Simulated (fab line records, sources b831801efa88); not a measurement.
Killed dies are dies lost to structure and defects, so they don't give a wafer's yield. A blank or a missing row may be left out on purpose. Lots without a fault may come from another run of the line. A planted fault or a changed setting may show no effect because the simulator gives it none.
Which tool did it? | flow gf180mcu | 6 lots, 18 wafers sampled, at 4 steps of a route of 602

WHAT THE GAUGES READ, wafer by wafer
GF_CONTACT_RS_MEAS_25: measures by four-point-probe.
lot  | measured     | on            | CONTACT_W_RS (ohm/sq)
L296 | day 16 06:58 | film_metro-02 | 0.386 0.372 0.376
L298 | day 17 00:17 | film_metro-03 | 0.384 0.384 0.374
L302 | day 18 19:02 | film_metro-03 | 0.372 0.382 0.369
L307 | day 20 08:03 | film_metro-02 | 0.385 0.380 0.383
L310 | day 21 19:25 | film_metro-02 | 0.387 0.387 0.391
L313 | day 22 10:50 | film_metro-04 | 0.420 0.418 0.414

WHICH TOOL RAN EACH LOT (tool, then ch and the chambers of the sampled wafers, then the start)
lot  | GF_SALICIDE_RTA_06               | GF_CONTACT_SPUTTER_23        | GF_CONTACT_CVD_24
L296 | rtp_anneal-02 ch 0, day 15 07:45 | pvd_sputter-02, day 16 06:50 | cvd_w-01 ch 0,1, day 16 06:52
L298 | rtp_anneal-02 ch 0, day 16 00:47 | pvd_sputter-03, day 17 00:09 | cvd_w-01 ch 0,1, day 17 00:11
L302 | rtp_anneal-01 ch 0, day 17 18:23 | pvd_sputter-02, day 18 18:53 | cvd_w-01 ch 0,1, day 18 18:56
L307 | rtp_anneal-01 ch 0, day 19 05:43 | pvd_sputter-01, day 20 07:52 | cvd_w-02 ch 0,1, day 20 07:56
L310 | rtp_anneal-01 ch 0, day 20 17:53 | pvd_sputter-03, day 21 19:14 | cvd_w-02 ch 0,1, day 21 19:19
L313 | rtp_anneal-01 ch 0, day 21 09:32 | pvd_sputter-01, day 22 10:41 | cvd_w-02 ch 0,1, day 22 10:44
- GF_SALICIDE_RTA_06: time 30 s.
- GF_CONTACT_SPUTTER_23: material TiN, target thk 10 nm, time 40 s.
- GF_CONTACT_CVD_24: deposits W, target thk 300 nm, time 90.339 s.

THE ANSWER, worked out from the rows above alone
Rule: what is usual is taken from the lots themselves. Put in order of their means at a reading, lots are off if they are a third of the lots or fewer, leave a main group of 4 or more, and stand apart from it by a gap of 3 or more times the standard deviation of the main group's means; of several such gaps the widest counts. A main group whose means are all the same, to the digits that the tables above print for the reading, isn't used. A lot without any number at a reading at which 4 lots or more have one is off too. The other lots that the step has rows for count as sound.
Off: L313, at GF_CONTACT_RS_MEAS_25 (CONTACT_W_RS). The main group: mean 0.381 ohm/sq, standard deviation 0.0047.
A tool fits if, at a process step before that reading, it ran every lot that is off, and no sound lot after the first of them. The gauges at GF_CONTACT_RS_MEAS_25 are tried like those tools. Can't be told from this: 4 tools fit, rtp_anneal-01 at GF_SALICIDE_RTA_06, pvd_sputter-01 at GF_CONTACT_SPUTTER_23, cvd_w-02 at GF_CONTACT_CVD_24, film_metro-04 at GF_CONTACT_RS_MEAS_25.

WHAT THE SIMULATOR HAD PUT IN
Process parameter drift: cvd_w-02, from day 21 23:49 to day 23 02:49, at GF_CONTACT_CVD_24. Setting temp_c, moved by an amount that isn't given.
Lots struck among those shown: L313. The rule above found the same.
